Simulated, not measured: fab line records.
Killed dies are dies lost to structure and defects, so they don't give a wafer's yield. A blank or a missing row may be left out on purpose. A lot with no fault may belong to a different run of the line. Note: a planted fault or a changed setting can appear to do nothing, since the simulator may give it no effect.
Which tool is to blame? | flow gf180mcu | 36 wafers from 12 lots sampled at 6 of the route's 602 steps

== WHAT EACH GAUGE READ, for each wafer ==
GF_STI_THK_MEAS_22.
lot  | measured    | on           | STI_OXIDATION_01_THK (nm)
L496 | day 2 03:58 | filmMetro-03 | 15.22 14.84 15.04
L497 | day 2 08:38 | filmMetro-03 | 14.63 14.85 14.59
L499 | day 2 21:24 | filmMetro-03 | 15.32 15.37 15.24
L501 | day 3 08:11 | filmMetro-04 | 15.01 15.02 15.07
L502 | day 3 17:44 | filmMetro-03 | 15.27 15.11 15.57
L503 | day 3 17:46 | filmMetro-02 | 15.44 15.37 15.38
L510 | day 5 04:17 | filmMetro-02 | 15.02 15.08 14.93
L511 | day 5 10:23 | filmMetro-03 | 15.05 15.34 15.22
L513 | day 5 19:42 | filmMetro-04 | 15.25 15.29 15.39
L514 | day 6 01:48 | filmMetro-04 | 14.78 14.93 14.89
L515 | day 6 05:50 | filmMetro-03 | 15.27 15.24 15.50
L518 | day 6 22:28 | filmMetro-03 | 15.11 15.08 15.33

GF_NWELL_TW_MEAS_11.
lot  | measured    | on           | NWELL_TW
L496 | day 3 07:57 | filmMetro-01 | 1579 1577 1567
L497 | day 3 11:56 | filmMetro-01 | 1584 1569 1579
L499 | day 4 06:39 | filmMetro-01 | 1582 1575 1584
L501 | day 4 20:45 | filmMetro-01 | 1569 1569 1573
L502 | day 5 01:54 | filmMetro-04 | 1572 1565 1572
L503 | day 5 01:13 | filmMetro-02 | 1582 1584 1578
L510 | day 6 14:44 | filmMetro-01 | 1737 1740 1741
L511 | day 6 20:20 | filmMetro-04 | 1740 1745 1753
L513 | day 7 06:25 | filmMetro-02 | 1562 1556 1568
L514 | day 7 13:24 | filmMetro-01 | 1565 1577 1578
L515 | day 7 17:19 | filmMetro-02 | 1567 1554 1559
L518 | day 8 11:22 | filmMetro-02 | 1563 1568 1567

GF_MVPSD_OVL_MEAS_07.
lot  | measured     | on         | MVPSD_OVL (nm)
L496 | day 5 01:33  | overlay-01 | 1.9 2.0 2.3
L497 | day 5 06:00  | overlay-01 | 2.9 -1.4 -1.0
L499 | day 6 04:05  | overlay-02 | -1.4 -1.0 -1.6
L501 | day 6 19:19  | overlay-02 | 1.2 -0.4 1.3
L502 | day 6 23:50  | overlay-01 | -0.8 -1.7 -1.7
L503 | day 6 23:04  | overlay-01 | 2.7 0.0 1.6
L510 | day 8 16:15  | overlay-02 | 0.1 0.7 2.5
L511 | day 8 23:33  | overlay-02 | -1.2 -2.1 -2.1
L513 | day 9 09:22  | overlay-02 | -0.2 1.7 1.3
L514 | day 9 17:34  | overlay-01 | 3.5 1.4 2.3
L515 | day 9 20:41  | overlay-01 | 1.1 2.1 0.8
L518 | day 10 16:48 | overlay-01 | 3.1 0.7 1.5

GF_VT_IMPLANT_RS_MEAS_47: measures by four-point-probe.
lot  | measured     | on           | NWELL_RS (ohm/sq)
L496 | day 7 15:27  | filmMetro-04 | 489.7 489.6 489.2
L497 | day 7 21:51  | filmMetro-01 | 487.8 488.2 488.9
L499 | day 8 21:59  | filmMetro-01 | 485.5 488.6 487.6
L501 | day 9 16:10  | filmMetro-04 | 488.2 486.6 486.9
L502 | day 9 19:50  | filmMetro-04 | 485.9 486.2 486.6
L503 | day 9 18:19  | filmMetro-04 | 487.6 486.7 487.1
L510 | day 11 17:23 | filmMetro-02 | 646.9 647.2 647.7
L511 | day 12 01:17 | filmMetro-04 | 648.1 647.4 647.0
L513 | day 12 12:17 | filmMetro-02 | 489.6 489.5 488.9
L514 | day 12 22:29 | filmMetro-02 | 485.9 486.1 486.6
L515 | day 13 03:02 | filmMetro-01 | 486.2 487.0 487.4
L518 | day 14 00:02 | filmMetro-01 | 488.2 489.5 489.6

== WHAT TOOL EACH LOT RAN ON (gives the tool, then ch and the chambers of the sampled wafers, and finally the start) ==
lot  | GF_DNWELL_STRIP_08                 | GF_NWELL_IMPLANT_08
L496 | plasmaAsher-02 ch 0,1, day 2 18:45 | implanter-01 ch 0, day 3 07:33
L497 | plasmaAsher-04 ch 0,1, day 2 23:22 | implanter-04 ch 0, day 3 11:32
L499 | plasmaAsher-02 ch 0, day 3 16:20   | implanter-04 ch 0, day 4 06:16
L501 | plasmaAsher-02 ch 0,1, day 4 05:42 | implanter-01 ch 0, day 4 20:22
L502 | plasmaAsher-04 ch 0, day 4 11:09   | implanter-04 ch 0, day 5 01:30
L503 | plasmaAsher-03 ch 0,1, day 4 11:03 | implanter-03 ch 0, day 5 00:51
L510 | plasmaAsher-02 ch 0,1, day 5 23:18 | implanter-03 ch 0, day 6 14:20
L511 | plasmaAsher-02 ch 0,1, day 6 04:27 | implanter-03 ch 0, day 6 19:56
L513 | plasmaAsher-02 ch 0,1, day 6 14:07 | implanter-04 ch 0, day 7 06:01
L514 | plasmaAsher-03 ch 0,1, day 6 20:26 | implanter-01 ch 0, day 7 13:02
L515 | plasmaAsher-04 ch 0,1, day 7 00:56 | implanter-01 ch 0, day 7 16:57
L518 | plasmaAsher-02 ch 0,1, day 7 18:15 | implanter-01 ch 0, day 8 10:58
- GF_DNWELL_STRIP_08: strips in O2/N2.
- GF_NWELL_IMPLANT_08

== WHAT THE TOOLS THEMSELVES READ (means of the sampled wafers that have a number; where no wafer has one, the mark that the record gives instead) ==
GF_DNWELL_STRIP_08.
lot  | tool           | drypumpMotorCurrentA (A) | heaterPowerW (W) | oesProductAu (a.u.) | stripTimeToEndpointS (s)
L496 | plasmaAsher-02 | 5.9                      | 332              | 0.724               | 36.91
L497 | plasmaAsher-04 | 5.6                      | 370              | 0.726               | 36.92
L499 | plasmaAsher-02 | 5.6                      | 343              | 0.726               | 37.03
L501 | plasmaAsher-02 | 5.9                      | 327              | 0.725               | 36.90
L502 | plasmaAsher-04 | 5.2                      | 351              | 0.718               | 37.06
L503 | plasmaAsher-03 | 5.5                      | 301              | 0.720               | 36.85
L510 | plasmaAsher-02 | 6.2                      | 327              | 0.720               | 36.99
L511 | plasmaAsher-02 | 5.9                      | 336              | 0.724               | 37.03
L513 | plasmaAsher-02 | 5.9                      | 325              | 0.723               | 36.85
L514 | plasmaAsher-03 | 5.4                      | 306              | 0.716               | 37.04
L515 | plasmaAsher-04 | 6.0                      | 380              | 0.721               | 36.87
L518 | plasmaAsher-02 | 6.2                      | 328              | 0.723               | 36.83

GF_NWELL_IMPLANT_08.
lot  | tool         | beamOnS (s) | doseIonsCm2 | tiltDeg (degrees)
L496 | implanter-01 | 9.99        | 1.5019e+13  | 0.025
L497 | implanter-04 | 9.89        | 1.4982e+13  | -0.016
L499 | implanter-04 | 10.01       | 1.4992e+13  | 0.000
L501 | implanter-01 | 10.30       | 1.4992e+13  | 0.006
L502 | implanter-04 | 9.84        | 1.4983e+13  | -0.002
L503 | implanter-03 | 9.80        | 1.5019e+13  | -0.011
L510 | implanter-03 | 9.88        | 1.5009e+13  | 4.592
L511 | implanter-03 | 9.72        | 1.5022e+13  | 4.611
L513 | implanter-04 | 9.98        | 1.5011e+13  | 0.021
L514 | implanter-01 | 9.92        | 1.4985e+13  | -0.015
L515 | implanter-01 | 10.00       | 1.5004e+13  | 0.014
L518 | implanter-01 | 10.29       | 1.5010e+13  | 0.004

== THE ANSWER, worked out from the rows above alone ==
Rule: usual is defined by the lots themselves. Put in order of their means at a reading, lots are off if they are a third of the lots or fewer, leave a main group of 4 or more, and stand apart from it by a gap of 3 or more times the standard deviation of the main group's means; of several such gaps the widest counts. If all means in a main group match to the digits the tables above print for the reading, that group is not used. A lot without any number at a reading at which 4 lots or more have one is off too. Any other lot the step has rows for is counted as sound. The gauges are gone through in route order, then the tools' own readings, and for those a lot's mean is taken as printed above. At the first step where some lot is off, the reading lying furthest off is the one used; lots without a number count as furthest.
Off: L510, L511, at GF_NWELL_TW_MEAS_11 (NWELL_TW). The main group: mean 1571, standard deviation 6.9.
If a tool, at a process step before that reading, ran all the lots that are off and no sound lot after the first of them, it fits. Not tried: the gauges at GF_NWELL_TW_MEAS_11; whatever is off there is also off at GF_NWELL_IMPLANT_08, on other tools, and gauge error can't account for it. One fits: GF_NWELL_IMPLANT_08 on implanter-03. Its last sound lot is L503 (day 5 00:51), its first lot that is off L510 (day 6 14:20): a fault that began between those two fits.
The tool's own readings at GF_NWELL_IMPLANT_08 bear it out: on the lots that are off they differ by more than 5 times the standard deviation of the sound lots' means. tiltDeg reads 4.601 degrees there against 0.003 degrees on the sound lots.

== WHAT HAD BEEN PUT IN BY THE SIMULATOR ==
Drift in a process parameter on implanter-03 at GF_NWELL_IMPLANT_08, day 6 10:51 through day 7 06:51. From 0, the setting tiltDeg moved by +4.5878. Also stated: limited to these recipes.
Struck lots among those shown: L510, L511. The rule above found the same.
